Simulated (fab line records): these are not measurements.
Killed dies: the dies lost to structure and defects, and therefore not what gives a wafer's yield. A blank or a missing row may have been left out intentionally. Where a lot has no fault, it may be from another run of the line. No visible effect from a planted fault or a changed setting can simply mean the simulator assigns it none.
Which tool was responsible?    flow sky130    11 lots, 33 wafers sampled, at 5 steps of a route of 708

== WHAT THE GAUGES SHOWED, per wafer ==
SKY_GATE_OXIDE_OVL_MEAS_10. Usual: GATE_OXIDE_OVL typically reads -1.3 nm, with standard deviation 1.2.
lot   measured      on          GATE_OXIDE_OVL (nm)  flag
L629  day 13 11:40  overlay-02  -4.1 -1.5 -2.3       
L631  day 14 03:36  overlay-01  0.0 -0.1 -2.5        
L632  day 15 04:15  overlay-01  -1.4 0.4 0.8         
L633  day 15 06:43  overlay-02  0.2 -0.1 -0.6        
L634  day 15 23:40  overlay-01  -1.9 -1.1 -2.5       
L636  day 16 09:13  overlay-01  -1.6 -2.2 -0.5       
L638  day 16 20:15  overlay-01  -3.2 -3.3 -1.2       
L639  day 17 07:25  overlay-01  -2.6 -0.9 -0.6       
L640  day 17 12:13  overlay-01  -0.3 -0.7 -0.8       
L651  day 21 19:39  overlay-02  -1.5 -0.2 -0.9       
L649  day 21 20:10  overlay-01  -0.5 -1.6 -0.9       

SKY_GATE_OXIDE_TW_MEAS_14. Usual: GATE_OXIDE_TW typically reads 223.5, with standard deviation 2.
lot   measured      on             GATE_OXIDE_TW      flag
L629  day 13 12:04  film_metro-02  222.8 223.1 224.4  
L631  day 14 03:59  film_metro-03  225.6 225.4 226.5  
L632  day 15 04:38  film_metro-03  224.0 224.4 224.8  
L633  day 15 07:06  film_metro-02  223.1 224.2 223.5  
L634  day 16 00:04  film_metro-02  223.1 224.5 222.9  
L636  day 16 09:38  film_metro-03  226.5 225.2 225.7  
L638  day 16 20:40  film_metro-02  222.8 222.5 222.7  
L639  day 17 07:49  film_metro-03  227.0 225.2 225.3  
L640  day 17 12:38  film_metro-03  225.8 226.4 226.5  
L651  day 21 20:04  film_metro-03  226.7 225.1 225.3  
L649  day 21 20:34  film_metro-04  219.7 219.4 220.3  

SKY_LDD_HVN_TW_MEAS_10. Usual: LDD_HVN_TW typically reads 1430, with standard deviation 12.
lot   measured      on             LDD_HVN_TW         flag
L629  day 20 01:09  film_metro-03  1442 1436 1433     
L631  day 20 18:51  film_metro-02  1434 1437 1442     
L632  day 21 16:50  film_metro-01  1420 1416 1414     
L633  day 22 01:11  film_metro-01  1411 1409 1408     
L634  day 22 16:37  film_metro-01  1414 1408 1417     
L636  day 22 22:37  film_metro-02  1420 1424 1432     
L638  day 23 17:00  film_metro-03  1451 1445 1444     
L639  day 24 07:10  film_metro-02  1426 1424 1426     
L640  day 24 07:28  film_metro-03  1442 1441 1447     
L651  day 28 06:30  film_metro-02  1437 1449 1441     
L649  day 28 08:41  film_metro-02  30 30 30 30 30 30  OFF

== WHICH TOOL RAN EACH LOT (tool, then ch and the chambers of the sampled wafers, then the start) ==
lot   SKY_LDD_P_STRIP_10                    SKY_LDD_HVN_STRIP_09
L629  plasma_asher-04 ch 0,1, day 18 18:28  plasma_asher-02 ch 0,1, day 20 01:02
L631  plasma_asher-03 ch 0,1, day 19 11:43  plasma_asher-04 ch 0, day 20 18:45
L632  plasma_asher-04 ch 0,1, day 20 10:49  plasma_asher-04 ch 0,1, day 21 16:44
L633  plasma_asher-04 ch 0,1, day 20 18:10  plasma_asher-03 ch 1, day 22 01:05
L634  plasma_asher-04 ch 0,1, day 21 10:05  plasma_asher-04 ch 0,1, day 22 16:32
L636  plasma_asher-04 ch 0,1, day 21 16:26  plasma_asher-02 ch 0, day 22 22:30
L638  plasma_asher-01 ch 1, day 22 10:49    plasma_asher-04 ch 0,1, day 23 16:54
L639  plasma_asher-03 ch 0,1, day 23 00:31  plasma_asher-02 ch 0,1, day 24 07:03
L640  plasma_asher-01 ch 0,1, day 23 01:21  plasma_asher-03 ch 0,1, day 24 07:23
L651  plasma_asher-03 ch 0,1, day 27 02:04  plasma_asher-02 ch 0,1, day 28 06:24
L649  plasma_asher-01 ch 0,1, day 27 04:04  plasma_asher-04 ch 1, day 28 08:35
- SKY_LDD_P_STRIP_10: strips in O2/N2.
- SKY_LDD_HVN_STRIP_09: strips in O2/N2.

== WHAT THE TOOLS THEMSELVES READ (means of the sampled wafers that have a number; where no wafer has one, the mark that the record gives instead) ==
SKY_LDD_P_STRIP_10. Usual: drypump_motor_current_A 5.7 A, standard deviation 0.6; oes_product_au 0.716 a.u., standard deviation 0.0047; strip_time_to_endpoint_s 14.19 s, standard deviation 0.037.
lot   tool             drypump_motor_current_A (A)  oes_product_au (a.u.)  strip_time_to_endpoint_s (s)  flag
L629  plasma_asher-04  5.8                          0.716                  14.22                         
L631  plasma_asher-03  5.8                          0.718                  14.17                         
L632  plasma_asher-04  6.2                          0.716                  14.20                         
L633  plasma_asher-04  6.2                          0.715                  14.25                         
L634  plasma_asher-04  5.8                          0.717                  14.20                         
L636  plasma_asher-04  6.2                          0.713                  14.21                         
L638  plasma_asher-01  5.0                          0.717                  14.22                         
L639  plasma_asher-03  5.7                          0.718                  14.21                         
L640  plasma_asher-01  5.4                          0.712                  14.16                         
L651  plasma_asher-03  5.8                          0.717                  14.22                         
L649  plasma_asher-01  5.2                          0.924                  -                             OFF

SKY_LDD_HVN_STRIP_09. Usual: drypump_motor_current_A 5.8 A, standard deviation 0.52; oes_product_au 0.408 a.u., standard deviation 0.0046; strip_time_to_endpoint_s 4.138 s, standard deviation 0.016.
lot   tool             drypump_motor_current_A (A)  oes_product_au (a.u.)  strip_time_to_endpoint_s (s)  flag
L629  plasma_asher-02  5.8                          0.403                  4.119                         
L631  plasma_asher-04  6.6                          0.409                  4.142                         
L632  plasma_asher-04  5.8                          0.410                  4.143                         
L633  plasma_asher-03  5.1                          0.409                  4.144                         
L634  plasma_asher-04  6.2                          0.409                  4.135                         
L636  plasma_asher-02  5.7                          0.410                  4.119                         
L638  plasma_asher-04  6.2                          0.407                  4.156                         
L639  plasma_asher-02  5.8                          0.406                  4.117                         
L640  plasma_asher-03  5.8                          0.414                  4.139                         
L651  plasma_asher-02  5.8                          0.414                  4.148                         
L649  plasma_asher-04  5.4                          0.715                  13.779                        OFF

== THE ANSWER, worked out from the rows above alone ==
Rule: take the mean of a lot's wafers that have a number; if it is more than 3 standard deviations from the usual mean, the lot is off. Also off: a lot with no number at a reading for which 4 or more lots have one. Where the step has rows for the other lots, those lots are counted as sound. First the gauges in route order, then the tools' own readings, where a lot's mean is used as printed above. The first step at which some lot is off is used, and at that step the reading that is off furthest; a lot without a number counts as furthest.
Off: L649, seen at SKY_LDD_HVN_TW_MEAS_10 (LDD_HVN_TW).
A tool fits if, at a process step before that reading, it ran every lot that is off, and no sound lot after the first of them. Not tried: the gauges at SKY_LDD_HVN_TW_MEAS_10; whatever is off there is also off at SKY_LDD_P_STRIP_10, on other tools, and gauge error can't account for it. Undecided on this evidence; 2 tools fit (plasma_asher-01 at SKY_LDD_P_STRIP_10, plasma_asher-04 at SKY_LDD_HVN_STRIP_09).

== WHAT HAD BEEN PUT IN BY THE SIMULATOR ==
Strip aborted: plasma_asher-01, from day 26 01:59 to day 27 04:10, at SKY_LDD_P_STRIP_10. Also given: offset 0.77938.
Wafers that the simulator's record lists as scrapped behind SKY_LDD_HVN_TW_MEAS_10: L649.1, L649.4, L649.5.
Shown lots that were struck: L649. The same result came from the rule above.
